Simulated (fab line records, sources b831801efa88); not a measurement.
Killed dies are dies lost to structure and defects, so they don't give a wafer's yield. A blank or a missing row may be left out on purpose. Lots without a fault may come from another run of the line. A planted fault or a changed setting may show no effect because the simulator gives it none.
fab line records | flow gf180mcu
record lots=13 wafers=39 last_day=34
route steps=602 shown HV_LDD@197 V1@352 V3@455 M4@470
lots that met no fault: from a run of the same line without faults
start_h: hours from the record's first day to the start of the lot's first wafer shown | wait_h: hours since the lot's step before | " the same as in the row above | L1.1+2: a row that stands for several wafers | - no value, or no start given | * or withheld: withheld | < > ~ a bound
route shown NAME@n: a module of which the file shows steps, and the number in the route of the first | usual: mean/standard deviation of fault-free wafers | same: alike in all rows | chamber/n: place in a boat | sites: the reading at each site | _std_site: their standard deviation | _edge_site: outer sites' mean less inner sites' | radius_mm: how far each site lies from the wafer's centre | mask NAME#n: copy n | behind: the tool/chamber that last shaped the wafer | hold: why the lot was held/for how many hours/how that ended | device: the transistor (n, p or np) that didn't switch | end of line: the same wafers' tests at the end of the route | a step without rows: its recipe alone | killed: dies lost to structure and defects at the first sort, not the wafer's yield | map: a wafer's dies, x killed, . not, _ none there
set.NAME: the setting as run; set.NAME@STEP: as run at that earlier step | model.NAME: the simulator's own value behind a step, which no gauge read
steps of the route over a sample of lots; a table a step, a row a wafer
services: from which hour (start_h, from the record's first day; less than 0 if before it) a tool's chamber was out of use, for how many hours, and why
## steps
# step GF_HV_LDD_IMPLANT_21
# recipe species=BF2 energy_kev=25 dose_cm2=5e+13 tilt_deg=7
# usual beam_energy_keV=24.998/0.0082
# columns lot.wafer tool chamber start_h wait_h beam_energy_keV
L584.2 implanter-01 0 250.24 0.0 25.000
L584.3 " 0 " " 24.995
L584.6 " 0 " " 25.008
L585.1 implanter-01 0 260.62 0.0 24.997
L585.2 " 0 " " 24.998
L585.3 " 0 " " 25.011
L587.1 implanter-02 0 268.32 0.0 24.992
L587.3 " 0 " " 25.005
L587.4 " 0 " " 25.007
L588.3 implanter-01 0 274.94 0.1 25.005
L588.4 " 0 " " 25.012
L588.5 " 0 " " 25.012
L593.2 implanter-01 0 315.61 0.0 19.140
L593.4 " 0 " " 19.144
L593.6 " 0 " " 19.140
L594.4 implanter-01 0 325.21 0.1 19.153
L594.5 " 0 " " 19.149
L594.6 " 0 " " 19.158
L595.1 implanter-02 0 331.40 0.0 24.989
L595.3 " 0 " " 24.995
L595.4 " 0 " " 25.007
L597.1 implanter-02 0 343.90 0.0 24.999
L597.3 " 0 " " 24.988
L597.4 " 0 " " 24.987
L601.4 implanter-01 0 378.56 0.1 25.005
L601.5 " 0 " " 25.006
L601.6 " 0 " " 25.000
L602.1 implanter-04 0 384.23 0.0 24.976
L602.2 " 0 " " 24.980
L602.5 " 0 " " 25.001
L603.3 implanter-04 0 390.75 0.1 25.012
L603.5 " 0 " " 24.987
L603.6 " 0 " " 24.985
L604.2 implanter-02 0 401.29 0.0 24.995
L604.3 " 0 " " 24.998
L604.4 " 0 " " 24.990
L605.1 implanter-04 0 415.96 0.0 25.011
L605.5 " 0 " " 25.006
L605.6 " 0 " " 25.011
# step GF_HV_LDD_TW_MEAS_23
# usual HV_LDD_2_TW=1057/5.4
# columns lot.wafer tool chamber start_h wait_h HV_LDD_2_TW
L584.2 film_metro-03 - 250.48 0.1 1053
L584.3 " - " " 1050
L584.6 " - " " 1050
L585.1 film_metro-01 - 260.87 0.1 1061
L585.2 " - " " 1058
L585.3 " - " " 1059
L587.1 film_metro-03 - 268.57 0.1 1060
L587.3 " - " " 1059
L587.4 " - " " 1062
L588.3 film_metro-01 - 275.16 0.1 1059
L588.4 " - " " 1048
L588.5 " - " " 1054
L593.2 film_metro-01 - 315.85 0.1 974
L593.4 " - " " 980
L593.6 " - " " 978
L594.4 film_metro-04 - 325.42 0.1 987
L594.5 " - " " 989
L594.6 " - " " 986
L595.1 film_metro-03 - 331.65 0.1 1057
L595.3 " - " " 1055
L595.4 " - " " 1063
L597.1 film_metro-01 - 344.15 0.1 1056
L597.3 " - " " 1053
L597.4 " - " " 1046
L601.4 film_metro-01 - 378.77 0.1 1047
L601.5 " - " " 1053
L601.6 " - " " 1053
L602.1 film_metro-04 - 384.48 0.1 1062
L602.2 " - " " 1066
L602.5 " - " " 1061
L603.3 film_metro-03 - 390.97 0.1 1054
L603.5 " - " " 1052
L603.6 " - " " 1052
L604.2 film_metro-01 - 401.52 0.1 1064
L604.3 " - " " 1060
L604.4 " - " " 1064
L605.1 film_metro-04 - 416.21 0.1 1062
L605.5 " - " " 1058
L605.6 " - " " 1056
# step GF_V1_ETCH_17
# recipe chemistry=C4F8/O2/Ar mask_material=KrF target=SiO2 stop_on=TiN source_w=1500 bias_w=1200 pressure_mtorr=40 c4f8_flow_sccm=withheld O2_flow_sccm=6 Ar_flow_sccm=300 time_s=withheld target_depth_a=6300
# usual oes_product_au=0.856/0.0044
# columns lot.wafer tool chamber start_h wait_h oes_product_au
L584.2 rie_diel-04 0 - - 0.856
L584.3 " 2 " " 0.856
L584.6 " 0 " " 0.863
L585.1 rie_diel-04 0 - - 0.864
L585.2 " 1 " " 0.852
L585.3 " 3 " " 0.852
L587.1 rie_diel-03 0 - - 0.857
L587.3 " 3 " " 0.855
L587.4 " 1 " " 0.858
L588.3 rie_diel-01 2 - - 0.851
L588.4 " 0 " " 0.864
L588.5 " 2 " " 0.864
L593.2 rie_diel-04 0 - - 0.862
L593.4 " 2 " " 0.855
L593.6 " 1 " " 0.852
L594.4 rie_diel-01 1 - - 0.857
L594.5 " 3 " " 0.852
L594.6 " 2 " " 0.850
L595.1 rie_diel-04 2 - - 0.861
L595.3 " 1 " " 0.852
L595.4 " 0 " " 0.855
L597.1 rie_diel-04 0 - - 0.852
L597.3 " 2 " " 0.866
L597.4 " 3 " " 0.848
L601.4 rie_diel-03 0 - - 0.857
L601.5 " 0 " " 0.854
L601.6 " 1 " " 0.848
L602.1 rie_diel-01 2 - - 0.851
L602.2 " 1 " " 0.855
L602.5 " 3 " " 0.863
L603.3 rie_diel-01 0 - - 0.856
L603.5 " 1 " " 0.857
L603.6 " 0 " " 0.862
L604.2 rie_diel-03 3 - - 0.851
L604.3 " 0 " " 0.857
L604.4 " 2 " " 0.851
L605.1 rie_diel-03 3 - - 0.860
L605.5 " 3 " " 0.855
L605.6 " 2 " " 0.858
# step GF_V3_CMP_26
# recipe stop_on=SiO2 down_force_psi=3.5 platen_rpm=60 t_overpolish_s=15 target_thk_nm=0 pad_velocity_m_s=0.94248
# usual motor_current_A=11.1/1.2 overpolish_run_s=15.000/0.009 platen_rpm=60.00/0.039 time_to_endpoint_s=85/3.5
# columns lot.wafer tool chamber start_h wait_h motor_current_A overpolish_run_s platen_rpm time_to_endpoint_s
L584.3 cmp-02 0 533.82 0.1 12.5 14.985 59.95 82
L584.2 " 1 " " 12.2 14.997 60.04 85
L584.6 " 0 " " 13.6 15.000 60.03 84
L585.2 cmp-01 0 548.00 0.0 11.5 14.992 60.03 84
L585.1 " 1 " " 8.5 15.003 60.02 80
L585.3 " 2 " " 10.5 15.007 59.96 81
L587.3 cmp-02 1 555.32 0.0 11.8 15.000 59.98 86
L587.4 " 3 " " 11.1 15.005 60.00 84
L587.1 " 0 " " 12.7 15.013 59.97 83
L588.3 cmp-01 2 567.60 0.0 9.8 14.996 59.97 82
L588.4 " 3 " " 10.9 15.006 59.98 79
L588.5 " 2 " " 10.4 14.991 59.94 82
L593.4 cmp-01 3 606.28 0.1 11.4 15.005 59.95 81
L593.2 " 0 " " 11.5 15.002 60.01 85
L593.6 " 3 " " 11.1 15.004 60.01 81
L594.4 cmp-01 0 616.58 0.1 12.1 14.996 60.03 89
L594.5 " 3 " " 11.1 15.007 59.95 84
L594.6 " 0 " " 11.9 14.997 59.98 84
L595.3 cmp-02 1 622.01 0.1 11.9 15.013 60.03 86
L595.1 " 2 " " 10.3 15.001 60.00 85
L595.4 " 3 " " 11.1 15.019 59.95 83
L597.1 cmp-02 1 631.81 0.1 12.2 14.995 60.06 86
L597.4 " 3 " " 11.0 15.001 59.99 82
L597.3 " 0 " " 12.4 14.995 59.98 83
L601.4 cmp-01 1 663.61 0.1 9.0 14.997 59.98 79
L601.6 " 3 " " 11.1 15.005 60.03 83
L601.5 " 0 " " 11.4 14.992 59.95 86
L602.2 cmp-02 0 670.19 0.1 12.6 14.994 60.05 87
L602.1 " 2 " " 10.7 15.006 59.98 87
L602.5 " 0 " " 13.1 14.989 60.10 85
L603.3 cmp-02 3 674.76 0.1 11.1 14.990 59.99 84
L603.5 " 2 " " 10.8 14.996 59.98 87
L603.6 " 3 " " 11.2 15.001 59.95 82
L604.3 cmp-01 0 685.03 0.2 11.3 14.987 60.01 86
L604.4 " 1 " " 8.7 15.009 59.97 80
L604.2 " 2 " " 9.4 14.993 60.03 77
L605.1 cmp-02 2 694.03 0.1 11.0 15.005 59.99 87
L605.6 " 2 " " 10.3 14.996 59.99 87
L605.5 " 3 " " 10.7 14.988 60.04 84
# step GF_M4_CD_MEAS_14
# recipe target_cd_nm=280
# usual cd_nm=279.9/1.2
# columns lot.wafer tool chamber start_h wait_h cd_nm
L584.2 cd_sem-01 - 557.09 0.2 279.5
L584.3 " - " " 281.0
L584.6 " - " " 279.6
L585.1 cd_sem-02 - 570.71 0.1 276.4
L585.2 " - " " 277.2
L585.3 " - " " 277.4
L587.1 cd_sem-02 - 578.61 0.1 280.7
L587.3 " - " " 279.6
L587.4 " - " " 280.3
L588.3 cd_sem-01 - 589.48 0.1 280.7
L588.4 " - " " 280.7
L588.5 " - " " 281.1
L593.2 cd_sem-01 - 627.12 0.1 279.0
L593.4 " - " " 280.1
L593.6 " - " " 279.6
L594.4 cd_sem-01 - 636.91 0.1 280.1
L594.5 " - " " 280.1
L594.6 " - " " 279.7
L595.1 cd_sem-01 - 642.20 0.1 279.3
L595.3 " - " " 280.4
L595.4 " - " " 280.4
L597.1 cd_sem-01 - 651.89 0.1 278.7
L597.3 " - " " 279.8
L597.4 " - " " 280.7
L601.4 cd_sem-02 - 683.11 0.1 280.6
L601.5 " - " " 280.1
L601.6 " - " " 280.5
L602.1 cd_sem-02 - 689.32 0.1 279.8
L602.2 " - " " 280.4
L602.5 " - " " 279.3
L603.3 cd_sem-02 - 693.98 0.1 278.0
L603.5 " - " " 277.3
L603.6 " - " " 278.5
L604.2 cd_sem-01 - 704.24 0.1 280.8
L604.3 " - " " 281.4
L604.4 " - " " 281.4
L605.1 cd_sem-02 - 712.39 0.1 280.8
L605.5 " - " " 280.9
L605.6 " - " " 280.9
## services
# columns tool chamber start_h hours kind
cmp-01 - 232.71 4.0 pm
cmp-01 - 234.37 0.2 repair
cmp-02 - 247.25 0.4 repair
cmp-01 - 251.59 1.0 repair
cmp-02 - 299.74 1.9 repair
cmp-01 - 319.64 3.3 pm
cmp-01 - 354.94 5.2 repair
cmp-02 - 360.69 2.3 repair
cmp-01 - 387.25 1.4 repair
cmp-02 - 404.04 4.0 pm
cmp-01 - 408.04 5.6 pm
cmp-02 - 421.70 1.6 repair
cmp-01 - 426.37 2.1 repair
cmp-02 - 428.55 4.1 pm
cmp-01 - 439.15 2.2 repair
implanter-01 - 444.84 3.6 repair
cmp-01 - 528.50 2.2 repair
cmp-02 - 560.91 1.5 repair
implanter-01 - 566.39 3.4 pm
cmp-01 - 572.71 4.0 pm
implanter-01 - 573.40 4.8 repair
cmp-02 - 584.17 1.6 repair
cmp-02 - 681.99 4.3 repair
cmp-02 - 686.49 2.2 repair
## key
first_sign step=GF_HV_LDD_IMPLANT_21 reading=beam_energy_keV direction=down sigmas=99+ usual=24.998 struck=19.147
effect step=GF_HV_LDD_TW_MEAS_23 reading=HV_LDD_2_TW direction=down sigmas=14 usual=1057 struck=983
met_at GF_HV_LDD_IMPLANT_21
struck_lots L593,L594
tester_left_out L593,L594
not_acting_at GF_V1_ETCH_17,GF_V3_CMP_26,GF_M4_CD_MEAS_14
onset_between 274.94 315.61
fault kind=process_parameter_drift tool=implanter-01 chamber=- onset_h=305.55 steps=GF_HV_LDD_IMPLANT_21 channel=energy_kev offset=-5.8555 shape=step end_h=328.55 acts_in=these_recipes_only stated=25
# tester_left_out: of these lots the tester's yield and bins aren't shown, on N5 and GAA mostly nor the transistor test; their killed dies are dies lost to structure and defects alone, not to doping, threshold or leakage, so they don't give the yield
